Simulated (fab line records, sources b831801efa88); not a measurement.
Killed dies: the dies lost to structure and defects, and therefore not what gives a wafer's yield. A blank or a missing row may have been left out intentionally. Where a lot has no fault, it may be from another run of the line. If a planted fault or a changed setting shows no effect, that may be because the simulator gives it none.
fab line records ; flow gf180mcu
[record] lots = 24; wafers = 72; last_day = 34
route steps=602 shown SAB@264 V3@432 M4@472 V4@497
lots that met no fault: taken from a fault-free run of the same line
start_h: the number of hours between the record's first day and the start of the first shown wafer of the lot ; wait_h: how many hours have passed since the lot's step before this one ; " same as the row above ; L1.1+2: one row covering several wafers at once ; - no value present, or no start provided ; * or withheld: withheld ; < > ~ a bound
route shown NAME@n: NAME is a module with steps in the file, n the number in the route of the first one ; usual: mean/standard deviation taken from wafers without a fault ; same: alike in all rows ; chamber/n: place in a boat ; sites: per-site readings ; _std_site: standard deviation of those values ; _edge_site: the outer-site mean with the inner-site mean subtracted ; radius_mm: for every site, how far away it sits from the centre of the wafer ; mask NAME#n: copy n ; behind: tool/chamber where the wafer was last shaped ; hold: cause of the lot's hold/its duration in hours/its outcome ; device: transistor that didn't switch, given as n, p or np ; end of line: the same wafers' tests at the end of the route ; where a step has no rows: the recipe by itself ; killed: not the wafer's yield, but the dies lost to structure and defects at the first sort ; map: dies across one wafer; x = killed, . = not, _ = none there
set.NAME: the setting as run; set.NAME@STEP: as run at that earlier step ; model.NAME: the simulator's own value behind a step, which no gauge read
a sample of lots followed through the steps of the route, with each step as a table and each wafer as a row
services: from which hour (start_h, from the record's first day; less than 0 if before it) a tool's chamber was out of use, for how many hours, and why
[[steps]]
[step GF_SAB_CVD_00]
[recipe] material = SiO2; target_thk_nm = 50; precursor = TEOS; temp_c = 400; time_s = 4.9302; rf_w = 600
[usual] heater_power_w = 701/70
lot.wafer;tool;chamber;start_h;wait_h;heater_power_w
L074.1;pecvd-02;0;320.49;0.1;729
L074.2;pecvd-02;2;320.49;0.1;707
L074.6;pecvd-02;0;320.49;0.1;715
L075.2;pecvd-02;0;329.75;0.1;644
L075.3;pecvd-02;2;329.75;0.1;725
L075.4;pecvd-02;1;329.75;0.1;710
L076.3;pecvd-02;1;335.27;0.1;807
L076.5;pecvd-02;0;335.27;0.1;698
L076.6;pecvd-02;2;335.27;0.1;636
L077.1;pecvd-02;1;348.75;0.1;730
L077.2;pecvd-02;2;348.75;0.1;700
L077.3;pecvd-02;0;348.75;0.1;566
L078.1;pecvd-03;1;352.57;0.1;634
L078.3;pecvd-03;0;352.57;0.1;592
L078.5;pecvd-03;2;352.57;0.1;701
L079.2;pecvd-02;0;356.60;0.1;684
L079.4;pecvd-02;2;356.60;0.1;750
L079.6;pecvd-02;1;356.60;0.1;801
L080.1;pecvd-02;0;366.64;0.1;689
L080.2;pecvd-02;1;366.64;0.1;810
L080.3;pecvd-02;2;366.64;0.1;733
L081.1;pecvd-02;2;380.09;0.1;698
L081.3;pecvd-02;1;380.09;0.1;786
L081.5;pecvd-02;0;380.09;0.1;683
L082.1;pecvd-02;1;381.57;0.1;797
L082.3;pecvd-02;0;381.57;0.1;692
L082.5;pecvd-02;2;381.57;0.1;718
L083.2;pecvd-02;1;391.74;0.1;748
L083.3;pecvd-02;0;391.74;0.1;639
L083.4;pecvd-02;1;391.74;0.1;738
L084.3;pecvd-03;1;406.97;0.1;643
L084.5;pecvd-03;2;406.97;0.1;741
L084.6;pecvd-03;1;406.97;0.1;641
L085.1;pecvd-02;1;411.34;0.1;821
L085.4;pecvd-02;0;411.34;0.1;655
L085.6;pecvd-02;1;411.34;0.1;662
L086.2;pecvd-02;2;421.52;0.1;651
L086.4;pecvd-02;1;421.52;0.1;764
L086.5;pecvd-02;0;421.52;0.1;709
L087.1;pecvd-02;2;428.29;0.1;726
L087.2;pecvd-02;1;428.29;0.1;831
L087.3;pecvd-02;0;428.29;0.1;661
L088.1;pecvd-02;2;438.55;0.1;744
L088.3;pecvd-02;1;438.55;0.1;820
L088.4;pecvd-02;0;438.55;0.1;707
L089.2;pecvd-03;2;447.65;0.1;775
L089.4;pecvd-03;2;447.65;0.1;767
L089.6;pecvd-03;1;447.65;0.1;533
L090.2;pecvd-01;1;459.09;0.1;824
L090.3;pecvd-01;2;459.09;0.1;660
L090.6;pecvd-01;0;459.09;0.1;773
L091.1;pecvd-03;1;483.94;0.1;557
L091.2;pecvd-03;0;483.94;0.1;634
L091.3;pecvd-03;2;483.94;0.1;706
L092.1;pecvd-02;2;484.49;0.1;745
L092.2;pecvd-02;1;484.49;0.1;766
L092.5;pecvd-02;1;484.49;0.1;778
L093.2;pecvd-03;1;492.37;0.1;645
L093.3;pecvd-03;0;492.37;0.1;592
L093.6;pecvd-03;1;492.37;0.1;643
L094.3;pecvd-02;2;494.99;0.1;671
L094.4;pecvd-02;2;494.99;0.1;660
L094.6;pecvd-02;1;494.99;0.1;721
L095.1;pecvd-03;2;502.79;0.1;704
L095.2;pecvd-03;1;502.79;0.1;660
L095.3;pecvd-03;0;502.79;0.1;669
L097.2;pecvd-01;1;513.19;0.1;810
L097.4;pecvd-01;2;513.19;0.1;611
L097.6;pecvd-01;1;513.19;0.1;801
L096.2;pecvd-01;2;515.69;0.1;634
L096.4;pecvd-01;1;515.69;0.1;736
L096.5;pecvd-01;2;515.69;0.1;636
[step GF_SAB_OVL_MEAS_10]
[usual] SAB_OVL = -1.4/1.5
lot.wafer;tool;chamber;start_h;wait_h;SAB_OVL[nm]
L074.1;overlay-01;-;341.72;0.1;0.7
L074.2;overlay-01;-;341.72;0.1;1.1
L074.6;overlay-01;-;341.72;0.1;0.1
L075.2;overlay-02;-;351.56;0.1;-0.5
L075.3;overlay-02;-;351.56;0.1;0.8
L075.4;overlay-02;-;351.56;0.1;-2.3
L076.3;overlay-01;-;356.27;0.1;1.3
L076.5;overlay-01;-;356.27;0.1;0.3
L076.6;overlay-01;-;356.27;0.1;0.9
L077.1;overlay-01;-;370.10;0.1;-0.3
L077.2;overlay-01;-;370.10;0.1;-1.3
L077.3;overlay-01;-;370.10;0.1;-0.6
L078.1;overlay-01;-;374.00;0.1;-2.4
L078.3;overlay-01;-;374.00;0.1;-2.9
L078.5;overlay-01;-;374.00;0.1;-2.6
L079.2;overlay-01;-;378.66;0.1;-1.2
L079.4;overlay-01;-;378.66;0.1;-3.1
L079.6;overlay-01;-;378.66;0.1;-2.4
L080.1;overlay-01;-;388.85;0.1;-0.5
L080.2;overlay-01;-;388.85;0.1;-3.3
L080.3;overlay-01;-;388.85;0.1;-0.3
L081.1;overlay-01;-;403.52;0.1;0.5
L081.3;overlay-01;-;403.52;0.1;-1.7
L081.5;overlay-01;-;403.52;0.1;-1.9
L082.1;overlay-01;-;405.52;0.1;0.6
L082.3;overlay-01;-;405.52;0.1;-3.1
L082.5;overlay-01;-;405.52;0.1;-0.4
L083.2;overlay-01;-;415.26;0.1;0.0
L083.3;overlay-01;-;415.26;0.1;-0.4
L083.4;overlay-01;-;415.26;0.1;-3.1
L084.3;overlay-02;-;430.68;0.1;-1.3
L084.5;overlay-02;-;430.68;0.1;-1.2
L084.6;overlay-02;-;430.68;0.1;-1.2
L085.1;overlay-01;-;435.41;0.1;0.4
L085.4;overlay-01;-;435.41;0.1;0.9
L085.6;overlay-01;-;435.41;0.1;-0.1
L086.2;overlay-02;-;445.68;0.1;-0.5
L086.4;overlay-02;-;445.68;0.1;-2.3
L086.5;overlay-02;-;445.68;0.1;-1.1
L087.1;overlay-02;-;452.10;0.1;-2.2
L087.2;overlay-02;-;452.10;0.1;-2.3
L087.3;overlay-02;-;452.10;0.1;-3.3
L088.1;overlay-01;-;462.92;0.1;-0.7
L088.3;overlay-01;-;462.92;0.1;0.0
L088.4;overlay-01;-;462.92;0.1;3.0
L089.2;overlay-02;-;471.76;0.1;-0.9
L089.4;overlay-02;-;471.76;0.1;-0.9
L089.6;overlay-02;-;471.76;0.1;-1.5
L090.2;overlay-02;-;483.46;0.1;-2.9
L090.3;overlay-02;-;483.46;0.1;-1.5
L090.6;overlay-02;-;483.46;0.1;-2.2
L091.1;overlay-02;-;507.20;0.1;-4.6
L091.2;overlay-02;-;507.20;0.1;-3.6
L091.3;overlay-02;-;507.20;0.1;-2.2
L092.1;overlay-02;-;507.50;0.1;-2.9
L092.2;overlay-02;-;507.50;0.1;-2.5
L092.5;overlay-02;-;507.50;0.1;-3.7
L093.2;overlay-02;-;515.86;0.1;-0.8
L093.3;overlay-02;-;515.86;0.1;-2.1
L093.6;overlay-02;-;515.86;0.1;-5.0
L094.3;overlay-01;-;518.46;0.1;-1.8
L094.4;overlay-01;-;518.46;0.1;-1.9
L094.6;overlay-01;-;518.46;0.1;-2.6
L095.1;overlay-02;-;525.90;0.1;-1.4
L095.2;overlay-02;-;525.90;0.1;-2.7
L095.3;overlay-02;-;525.90;0.1;-0.8
L097.2;overlay-02;-;536.26;0.1;-2.0
L097.4;overlay-02;-;536.26;0.1;-3.9
L097.6;overlay-02;-;536.26;0.1;-3.2
L096.2;overlay-01;-;538.56;0.1;-2.4
L096.4;overlay-01;-;538.56;0.1;-2.1
L096.5;overlay-01;-;538.56;0.1;-0.7
[step GF_V3_THK_MEAS_03]
[recipe] reads = SiO2_of_V3_CVD_02
[usual] V3_CVD_02_THK = 847/12
lot.wafer;tool;chamber;start_h;wait_h;V3_CVD_02_THK[nm]
L074.1;film_metro-01;-;491.30;0.0;847
L074.2;film_metro-01;-;491.30;0.0;863
L074.6;film_metro-01;-;491.30;0.0;867
L075.2;film_metro-03;-;503.68;0.0;830
L075.3;film_metro-03;-;503.68;0.0;836
L075.4;film_metro-03;-;503.68;0.0;845
L076.3;film_metro-01;-;507.83;0.1;854
L076.5;film_metro-01;-;507.83;0.1;851
L076.6;film_metro-01;-;507.83;0.1;876
L077.1;film_metro-01;-;520.55;0.0;840
L077.2;film_metro-01;-;520.55;0.0;846
L077.3;film_metro-01;-;520.55;0.0;850
L078.1;film_metro-01;-;525.86;0.0;840
L078.3;film_metro-01;-;525.86;0.0;843
L078.5;film_metro-01;-;525.86;0.0;860
L079.2;film_metro-04;-;530.41;0.0;844
L079.4;film_metro-04;-;530.41;0.0;857
L079.6;film_metro-04;-;530.41;0.0;836
L080.1;film_metro-03;-;541.41;0.0;820
L080.2;film_metro-03;-;541.41;0.0;824
L080.3;film_metro-03;-;541.41;0.0;833
L081.1;film_metro-04;-;555.65;0.0;835
L081.3;film_metro-04;-;555.65;0.0;845
L081.5;film_metro-04;-;555.65;0.0;866
L082.1;film_metro-01;-;557.37;0.0;838
L082.3;film_metro-01;-;557.37;0.0;835
L082.5;film_metro-01;-;557.37;0.0;848
L083.2;film_metro-01;-;566.57;0.0;847
L083.3;film_metro-01;-;566.57;0.0;842
L083.4;film_metro-01;-;566.57;0.0;855
L084.3;film_metro-03;-;581.12;0.1;834
L084.5;film_metro-03;-;581.12;0.1;845
L084.6;film_metro-03;-;581.12;0.1;860
L085.1;film_metro-03;-;584.23;0.0;848
L085.4;film_metro-03;-;584.23;0.0;862
L085.6;film_metro-03;-;584.23;0.0;853
L086.2;film_metro-01;-;593.76;0.0;846
L086.4;film_metro-01;-;593.76;0.0;857
L086.5;film_metro-01;-;593.76;0.0;869
L087.1;film_metro-04;-;599.52;0.0;830
L087.2;film_metro-04;-;599.52;0.0;838
L087.3;film_metro-04;-;599.52;0.0;853
L088.1;film_metro-04;-;608.69;0.0;852
L088.3;film_metro-04;-;608.69;0.0;827
L088.4;film_metro-04;-;608.69;0.0;853
L089.2;film_metro-03;-;614.38;0.0;847
L089.4;film_metro-03;-;614.38;0.0;858
L089.6;film_metro-03;-;614.38;0.0;865
L090.2;film_metro-03;-;627.11;0.0;858
L090.3;film_metro-03;-;627.11;0.0;839
L090.6;film_metro-03;-;627.11;0.0;867
L091.1;film_metro-01;-;645.77;0.0;840
L091.2;film_metro-01;-;645.77;0.0;835
L091.3;film_metro-01;-;645.77;0.0;825
L092.1;film_metro-03;-;647.06;0.0;826
L092.2;film_metro-03;-;647.06;0.0;827
L092.5;film_metro-03;-;647.06;0.0;840
L093.2;film_metro-04;-;654.07;0.0;825
L093.3;film_metro-04;-;654.07;0.0;832
L093.6;film_metro-04;-;654.07;0.0;843
L094.3;film_metro-04;-;657.17;0.1;849
L094.4;film_metro-04;-;657.17;0.1;860
L094.6;film_metro-04;-;657.17;0.1;859
L095.1;film_metro-04;-;662.30;0.0;841
L095.2;film_metro-04;-;662.30;0.0;828
L095.3;film_metro-04;-;662.30;0.0;838
L097.2;film_metro-03;-;671.59;0.0;835
L097.4;film_metro-03;-;671.59;0.0;846
L097.6;film_metro-03;-;671.59;0.0;832
L096.2;film_metro-03;-;672.81;0.0;850
L096.4;film_metro-03;-;672.81;0.0;844
L096.5;film_metro-03;-;672.81;0.0;861
[step GF_V3_CD_MEAS_14]
[recipe] target_cd_nm = 260
[usual] cd_nm = 260.0/1
lot.wafer;tool;chamber;start_h;wait_h;cd_nm
L074.1;cd_sem-01;-;514.68;0.1;259.7
L074.2;cd_sem-01;-;514.68;0.1;259.4
L074.6;cd_sem-01;-;514.68;0.1;259.3
L075.2;cd_sem-01;-;527.02;0.1;260.4
L075.3;cd_sem-01;-;527.02;0.1;261.1
L075.4;cd_sem-01;-;527.02;0.1;260.5
L076.3;cd_sem-01;-;531.07;0.1;261.1
L076.5;cd_sem-01;-;531.07;0.1;259.9
L076.6;cd_sem-01;-;531.07;0.1;260.4
L077.1;cd_sem-02;-;543.68;0.1;260.5
L077.2;cd_sem-02;-;543.68;0.1;260.2
L077.3;cd_sem-02;-;543.68;0.1;260.1
L078.1;cd_sem-02;-;549.53;0.1;258.7
L078.3;cd_sem-02;-;549.53;0.1;259.8
L078.5;cd_sem-02;-;549.53;0.1;260.5
L079.2;cd_sem-01;-;552.97;0.1;260.1
L079.4;cd_sem-01;-;552.97;0.1;259.3
L079.6;cd_sem-01;-;552.97;0.1;259.6
L080.1;cd_sem-01;-;564.50;0.1;258.5
L080.2;cd_sem-01;-;564.50;0.1;258.6
L080.3;cd_sem-01;-;564.50;0.1;259.4
L081.1;cd_sem-02;-;577.30;0.1;259.4
L081.3;cd_sem-02;-;577.30;0.1;260.4
L081.5;cd_sem-02;-;577.30;0.1;259.0
L082.1;cd_sem-01;-;579.73;0.1;259.2
L082.3;cd_sem-01;-;579.73;0.1;260.6
L082.5;cd_sem-01;-;579.73;0.1;259.1
L083.2;cd_sem-01;-;588.87;0.1;260.1
L083.3;cd_sem-01;-;588.87;0.1;261.0
L083.4;cd_sem-01;-;588.87;0.1;260.3
L084.3;cd_sem-01;-;602.69;0.1;259.4
L084.5;cd_sem-01;-;602.69;0.1;259.0
L084.6;cd_sem-01;-;602.69;0.1;259.5
L085.1;cd_sem-02;-;605.60;0.1;259.9
L085.4;cd_sem-02;-;605.60;0.1;260.3
L085.6;cd_sem-02;-;605.60;0.1;260.3
L086.2;cd_sem-02;-;615.05;0.1;260.2
L086.4;cd_sem-02;-;615.05;0.1;261.0
L086.5;cd_sem-02;-;615.05;0.1;259.6
L087.1;cd_sem-02;-;620.53;0.1;261.0
L087.2;cd_sem-02;-;620.53;0.1;261.3
L087.3;cd_sem-02;-;620.53;0.1;260.3
L088.1;cd_sem-01;-;629.25;0.1;257.9
L088.3;cd_sem-01;-;629.25;0.1;257.9
L088.4;cd_sem-01;-;629.25;0.1;257.5
L089.2;cd_sem-02;-;635.20;0.1;260.6
L089.4;cd_sem-02;-;635.20;0.1;260.4
L089.6;cd_sem-02;-;635.20;0.1;261.2
L090.2;cd_sem-01;-;646.40;0.1;259.3
L090.3;cd_sem-01;-;646.40;0.1;258.1
L090.6;cd_sem-01;-;646.40;0.1;259.4
L091.1;cd_sem-01;-;665.85;0.1;259.6
L091.2;cd_sem-01;-;665.85;0.1;259.8
L091.3;cd_sem-01;-;665.85;0.1;260.5
L092.1;cd_sem-02;-;667.55;0.1;260.4
L092.2;cd_sem-02;-;667.55;0.1;261.6
L092.5;cd_sem-02;-;667.55;0.1;261.4
L093.2;cd_sem-02;-;673.80;0.1;259.7
L093.3;cd_sem-02;-;673.80;0.1;259.3
L093.6;cd_sem-02;-;673.80;0.1;259.7
L094.3;cd_sem-02;-;675.52;0.1;262.3
L094.4;cd_sem-02;-;675.52;0.1;262.4
L094.6;cd_sem-02;-;675.52;0.1;262.5
L095.1;cd_sem-02;-;680.95;0.1;261.4
L095.2;cd_sem-02;-;680.95;0.1;262.5
L095.3;cd_sem-02;-;680.95;0.1;261.0
L097.2;cd_sem-02;-;690.50;0.1;259.2
L097.4;cd_sem-02;-;690.50;0.1;258.4
L097.6;cd_sem-02;-;690.50;0.1;259.4
L096.2;cd_sem-02;-;692.45;0.1;259.3
L096.4;cd_sem-02;-;692.45;0.1;259.5
L096.5;cd_sem-02;-;692.45;0.1;258.5
[step GF_M4_METAL_ETCH_16]
[recipe] chemistry = Cl2/BCl3; mask_material = KrF; target_depth_nm = 750.8; stop_on = SiO2; pressure_mtorr = 8; icp_w = 800; bias_w = 140; Cl2_flow_sccm = 80; bcl3_flow_sccm = 40; time_s = 125.1
[usual] drypump_motor_current_A = 5.7/0.55; oes_product_au = 0.988/0.006; throttle_valve_pct = 28.233/0.0096
lot.wafer;tool;chamber;start_h;wait_h;drypump_motor_current_A;oes_product_au;rf_hours_counter_h;throttle_valve_pct
L074.1;rie_metal-03;1;539.43;0.0;5.4;0.985;11;28.220
L074.2;rie_metal-03;0;539.43;0.0;5.0;0.997;4;28.236
L074.6;rie_metal-03;0;539.43;0.0;5.1;0.990;-;28.236
L075.2;rie_metal-03;0;551.36;0.0;5.1;0.999;5;28.214
L075.3;rie_metal-03;1;551.36;0.0;5.4;0.991;-;28.233
L075.4;rie_metal-03;0;551.36;0.0;5.1;1.001;-;28.226
L076.3;rie_metal-03;1;555.18;0.1;5.4;0.981;-;28.235
L076.5;rie_metal-03;0;555.18;0.1;5.1;0.990;-;28.230
L076.6;rie_metal-03;1;555.18;0.1;5.4;0.983;-;28.234
L077.1;rie_metal-03;0;567.64;0.0;5.0;0.992;5;28.231
L077.2;rie_metal-03;1;567.64;0.0;5.4;0.977;12;28.231
L077.3;rie_metal-03;1;567.64;0.0;5.4;0.983;-;28.218
L078.1;rie_metal-02;1;572.56;0.0;6.1;0.991;12;28.237
L078.3;rie_metal-02;1;572.56;0.0;6.1;0.996;-;28.228
L078.5;rie_metal-02;1;572.56;0.0;6.1;0.984;-;28.228
L079.2;rie_metal-03;1;576.19;0.0;5.4;0.991;12;28.240
L079.4;rie_metal-03;0;576.19;0.0;5.1;0.994;-;28.233
L079.6;rie_metal-03;1;576.19;0.0;5.4;0.980;-;28.233
L080.1;rie_metal-02;0;587.56;0.0;6.2;0.985;13;28.225
L080.2;rie_metal-02;1;587.56;0.0;6.1;0.990;12;28.222
L080.3;rie_metal-02;0;587.56;0.0;6.1;0.993;-;28.233
L081.1;rie_metal-03;1;600.06;0.0;5.4;0.984;13;28.251
L081.3;rie_metal-03;0;600.06;0.0;5.0;0.993;-;28.246
L081.5;rie_metal-03;1;600.06;0.0;5.4;0.985;-;28.239
L082.1;rie_metal-03;0;603.38;0.0;5.1;0.983;6;28.219
L082.3;rie_metal-03;0;603.38;0.0;5.1;0.987;-;28.236
L082.5;rie_metal-03;0;603.38;0.0;5.1;0.991;-;28.241
L083.2;rie_metal-02;1;612.03;0.0;6.1;0.993;13;28.231
L083.3;rie_metal-02;1;612.03;0.0;6.1;0.987;-;28.229
L083.4;rie_metal-02;0;612.03;0.0;6.2;0.985;-;28.246
L084.3;rie_metal-02;0;624.58;0.1;6.2;0.988;-;28.239
L084.5;rie_metal-02;0;624.58;0.1;6.2;0.983;-;28.239
L084.6;rie_metal-02;1;624.58;0.1;6.1;0.986;-;28.235
L085.1;rie_metal-03;0;628.41;0.0;5.1;0.998;8;28.219
L085.4;rie_metal-03;0;628.41;0.0;5.1;0.990;-;28.234
L085.6;rie_metal-03;0;628.41;0.0;5.0;0.993;-;28.228
L086.2;rie_metal-04;1;637.96;0.0;6.1;0.991;12;28.242
L086.4;rie_metal-04;1;637.96;0.0;6.1;0.997;-;28.227
L086.5;rie_metal-04;1;637.96;0.0;6.1;0.981;-;28.234
L087.1;rie_metal-03;1;642.91;0.0;5.4;0.986;1;28.221
L087.2;rie_metal-03;0;642.91;0.0;5.1;0.999;9;28.220
L087.3;rie_metal-03;0;642.91;0.0;5.1;1.003;-;28.239
L088.1;rie_metal-04;1;650.88;0.0;6.1;0.997;12;28.234
L088.3;rie_metal-04;0;650.88;0.0;6.6;0.989;-;28.248
L088.4;rie_metal-04;1;650.88;0.0;6.1;0.991;-;28.238
L089.2;rie_metal-02;0;655.63;0.1;6.2;0.979;-;28.236
L089.4;rie_metal-02;0;655.63;0.1;6.2;0.986;-;28.246
L089.6;rie_metal-02;0;655.63;0.1;6.2;0.980;-;28.240
L090.2;rie_metal-02;0;667.83;0.1;6.2;0.987;-;28.231
L090.3;rie_metal-02;0;667.83;0.1;6.2;0.981;-;28.242
L090.6;rie_metal-02;0;667.83;0.1;6.2;0.990;-;28.230
L091.1;rie_metal-03;0;686.25;0.0;5.0;0.989;11;28.230
L091.2;rie_metal-03;1;686.25;0.0;5.4;0.989;2;28.234
L091.3;rie_metal-03;1;686.25;0.0;5.4;0.995;-;28.240
L092.1;rie_metal-04;0;688.03;0.0;6.6;0.993;4;28.223
L092.2;rie_metal-04;1;688.03;0.0;6.1;0.990;13;28.225
L092.5;rie_metal-04;0;688.03;0.0;6.6;0.991;-;28.233
L093.2;rie_metal-02;1;694.53;0.0;6.1;0.979;2;28.243
L093.3;rie_metal-02;0;694.53;0.0;6.2;0.983;-;28.222
L093.6;rie_metal-02;0;694.53;0.0;6.2;0.985;-;28.235
L094.3;rie_metal-04;0;695.93;0.1;6.6;0.982;-;28.240
L094.4;rie_metal-04;1;695.93;0.1;6.1;0.984;-;28.241
L094.6;rie_metal-04;0;695.93;0.1;6.6;0.982;-;28.261
L095.1;rie_metal-03;0;701.23;0.0;5.1;0.987;11;28.219
L095.2;rie_metal-03;1;701.23;0.0;5.4;0.991;3;28.231
L095.3;rie_metal-03;0;701.23;0.0;5.0;0.995;-;28.241
L097.2;rie_metal-03;1;710.93;0.0;5.4;0.987;4;28.236
L097.4;rie_metal-03;1;710.93;0.0;5.4;0.981;-;28.237
L097.6;rie_metal-03;1;710.93;0.0;5.4;0.986;-;28.267
L096.2;rie_metal-04;0;712.25;0.0;6.6;0.979;5;28.241
L096.4;rie_metal-04;0;712.25;0.0;6.6;0.983;-;28.229
L096.5;rie_metal-04;0;712.25;0.0;6.6;0.989;-;28.232
[step GF_V4_SPUTTER_21]
[recipe] material = Ti; target_thk_nm = 15; chamber_pressure_pa = 5; power_w = 2500; substrate_temp_c = 200; time_s = 80.02
[usual] cathode_dc_power_W = 2500.0/0.43; throttle_valve_pct = 30.1/1.2
lot.wafer;tool;chamber;start_h;wait_h;cathode_dc_power_W;throttle_valve_pct
L074.1;pvd_sputter-02;-;563.77;0.0;2500.1;29.9
L074.2;pvd_sputter-02;-;563.77;0.0;2500.4;30.3
L074.6;pvd_sputter-02;-;563.77;0.0;2500.2;29.6
L075.2;pvd_sputter-02;-;575.87;0.0;2500.6;29.5
L075.3;pvd_sputter-02;-;575.87;0.0;2500.2;29.8
L075.4;pvd_sputter-02;-;575.87;0.0;2500.0;30.8
L076.3;pvd_sputter-02;-;578.77;0.0;2500.2;31.2
L076.5;pvd_sputter-02;-;578.77;0.0;2500.0;29.6
L076.6;pvd_sputter-02;-;578.77;0.0;2499.5;31.2
L077.1;pvd_sputter-03;-;590.27;0.0;2500.2;29.4
L077.2;pvd_sputter-03;-;590.27;0.0;2499.9;28.0
L077.3;pvd_sputter-03;-;590.27;0.0;2501.1;29.7
L078.1;pvd_sputter-04;-;596.15;0.0;2499.2;30.3
L078.3;pvd_sputter-04;-;596.15;0.0;2499.5;31.5
L078.5;pvd_sputter-04;-;596.15;0.0;2500.5;30.2
L079.2;pvd_sputter-04;-;599.67;0.0;2500.0;33.3
L079.4;pvd_sputter-04;-;599.67;0.0;2500.3;31.6
L079.6;pvd_sputter-04;-;599.67;0.0;2500.3;33.0
L080.1;pvd_sputter-03;-;610.50;0.0;2500.0;27.9
L080.2;pvd_sputter-03;-;610.50;0.0;2500.1;29.9
L080.3;pvd_sputter-03;-;610.50;0.0;2500.2;29.6
L081.1;pvd_sputter-03;-;623.80;0.0;2499.5;29.9
L081.3;pvd_sputter-03;-;623.80;0.0;2499.5;29.7
L081.5;pvd_sputter-03;-;623.80;0.0;2499.9;29.8
L082.1;pvd_sputter-04;-;626.33;0.0;2500.3;31.5
L082.3;pvd_sputter-04;-;626.33;0.0;2499.8;30.1
L082.5;pvd_sputter-04;-;626.33;0.0;2499.3;32.8
L083.2;pvd_sputter-03;-;634.95;0.0;2499.5;29.5
L083.3;pvd_sputter-03;-;634.95;0.0;2499.7;29.7
L083.4;pvd_sputter-03;-;634.95;0.0;2499.6;29.5
L084.3;pvd_sputter-04;-;646.25;0.0;2500.4;30.3
L084.5;pvd_sputter-04;-;646.25;0.0;2500.2;29.6
L084.6;pvd_sputter-04;-;646.25;0.0;2500.3;31.4
L085.1;pvd_sputter-02;-;650.68;0.0;2500.1;29.6
L085.4;pvd_sputter-02;-;650.68;0.0;2499.9;30.8
L085.6;pvd_sputter-02;-;650.68;0.0;2499.4;29.5
L086.2;pvd_sputter-02;-;659.86;0.0;2500.4;29.7
L086.4;pvd_sputter-02;-;659.86;0.0;2500.6;29.7
L086.5;pvd_sputter-02;-;659.86;0.0;2499.6;29.6
L087.1;pvd_sputter-02;-;664.07;0.0;2499.3;29.8
L087.2;pvd_sputter-02;-;664.07;0.0;2500.2;29.7
L087.3;pvd_sputter-02;-;664.07;0.0;2500.2;30.3
L088.1;pvd_sputter-04;-;672.25;0.0;2500.0;32.8
L088.3;pvd_sputter-04;-;672.25;0.0;2500.0;30.1
L088.4;pvd_sputter-04;-;672.25;0.0;2499.5;30.3
L089.2;pvd_sputter-02;-;676.87;0.0;2499.7;30.5
L089.4;pvd_sputter-02;-;676.87;0.0;2500.8;29.4
L089.6;pvd_sputter-02;-;676.87;0.0;2500.0;30.1
L090.2;pvd_sputter-04;-;688.35;0.0;2499.5;31.3
L090.3;pvd_sputter-04;-;688.35;0.0;2500.3;29.5
L090.6;pvd_sputter-04;-;688.35;0.0;2499.7;30.3
L091.1;pvd_sputter-04;-;707.02;0.0;2499.8;32.8
L091.2;pvd_sputter-04;-;707.02;0.0;2500.2;30.1
L091.3;pvd_sputter-04;-;707.02;0.0;2499.5;31.2
L092.1;pvd_sputter-03;-;708.73;0.0;2499.9;29.6
L092.2;pvd_sputter-03;-;708.73;0.0;2499.8;29.6
L092.5;pvd_sputter-03;-;708.73;0.0;2500.4;27.6
L093.2;pvd_sputter-04;-;714.97;0.0;2499.6;30.1
L093.3;pvd_sputter-04;-;714.97;0.0;2500.0;32.7
L093.6;pvd_sputter-04;-;714.97;0.0;2500.3;29.6
L094.3;pvd_sputter-04;-;716.37;0.0;2499.9;29.7
L094.4;pvd_sputter-04;-;716.37;0.0;2500.1;33.0
L094.6;pvd_sputter-04;-;716.37;0.0;2499.7;31.2
L095.1;pvd_sputter-03;-;720.73;0.0;2499.6;29.6
L095.2;pvd_sputter-03;-;720.73;0.0;2499.6;29.6
L095.3;pvd_sputter-03;-;720.73;0.0;2499.6;27.9
L097.2;pvd_sputter-03;-;730.57;0.0;2499.2;27.7
L097.4;pvd_sputter-03;-;730.57;0.0;2500.3;29.9
L097.6;pvd_sputter-03;-;730.57;0.0;2499.7;29.7
L096.2;pvd_sputter-03;-;732.27;0.0;2499.8;29.8
L096.4;pvd_sputter-03;-;732.27;0.0;2500.4;28.2
L096.5;pvd_sputter-03;-;732.27;0.0;2500.2;29.4
[[services]]
tool;chamber;start_h;hours;kind
pecvd-02;-;298.51;2.8;pm
pecvd-02;0;303.37;11.7;repair
rie_metal-02;-;322.14;1.1;repair
pecvd-02;-;338.41;5.3;repair
pvd_sputter-04;-;345.53;10.9;repair
pecvd-02;-;358.34;0.5;repair
pvd_sputter-04;-;361.27;5.7;repair
rie_metal-03;-;374.39;2.8;pm
pecvd-02;2;388.44;6.6;repair
rie_metal-02;-;394.01;2.8;pm
pecvd-02;-;403.41;6.0;pm
pvd_sputter-02;-;427.17;1.0;repair
rie_metal-03;1;447.47;6.2;repair
pecvd-02;-;471.08;0.7;repair
pvd_sputter-03;-;475.51;18.6;repair
rie_metal-02;1;506.55;5.0;repair
pvd_sputter-02;-;554.99;1.7;repair
pecvd-02;-;591.12;14.0;pm
pvd_sputter-02;-;620.00;19.6;repair
rie_metal-02;0;636.99;4.9;repair
pvd_sputter-03;-;656.51;26.9;repair
pvd_sputter-03;-;663.83;29.1;repair
pecvd-02;-;717.70;1.1;repair
pvd_sputter-04;-;718.18;2.0;repair
[[key]]
fault none
